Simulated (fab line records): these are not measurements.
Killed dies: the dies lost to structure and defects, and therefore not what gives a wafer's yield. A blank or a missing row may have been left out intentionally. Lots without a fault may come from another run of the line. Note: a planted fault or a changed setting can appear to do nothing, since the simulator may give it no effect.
What tool caused it?    flow sky130    6 lots, 18 wafers sampled, at 2 steps of a route of 708

WHAT EACH GAUGE READ, for each wafer
SKY_LDD_P_TW_MEAS_11.
lot   measured      on             LDD_P_TW
L956  day 20 06:13  film-metro-01  623 623 625
L958  day 21 01:20  film-metro-04  632 630 636
L961  day 21 23:31  film-metro-04  632 631 628
L963  day 22 22:04  film-metro-01  626 626 630
L968  day 24 13:26  film-metro-04  638 636 637
L974  day 26 18:17  film-metro-02  308 311 309

WHAT TOOL EACH LOT RAN ON (gives the tool, then ch and the chambers of the sampled wafers, and finally the start)
lot   SKY_LDD_P_IMPLANT_09
L956  implanter-03 ch 0, day 20 05:58
L958  implanter-04 ch 0, day 21 01:06
L961  implanter-01 ch 0, day 21 23:16
L963  implanter-03 ch 0, day 22 21:49
L968  implanter-03 ch 0, day 24 13:11
L974  implanter-01 ch 0, day 26 18:02
- SKY_LDD_P_IMPLANT_09

THE ANSWER, worked out from the rows above alone
Rule: the lots themselves supply what counts as usual. Put in order of their means at a reading, lots are off if they are a third of the lots or fewer, leave a main group of 4 or more, and stand apart from it by a gap of 3 or more times the standard deviation of the main group's means; of several such gaps the widest counts. If all means in a main group match to the digits the tables above print for the reading, that group is not used. Also off: a lot with no number at a reading for which 4 or more lots have one. All remaining lots with rows at the step are treated as sound.
Off: at SKY_LDD_P_TW_MEAS_11 (LDD_P_TW), L974. Main group: mean 630, sd 4.5.
If a tool, at a process step before that reading, ran all the lots that are off and no sound lot after the first of them, it fits. The gauges at SKY_LDD_P_TW_MEAS_11 are tried like those tools. 2 tools fit, implanter-01 at SKY_LDD_P_IMPLANT_09 and film-metro-02 at SKY_LDD_P_TW_MEAS_11, so this cannot tell which one it is.

WHAT THE SIMULATOR PUT IN
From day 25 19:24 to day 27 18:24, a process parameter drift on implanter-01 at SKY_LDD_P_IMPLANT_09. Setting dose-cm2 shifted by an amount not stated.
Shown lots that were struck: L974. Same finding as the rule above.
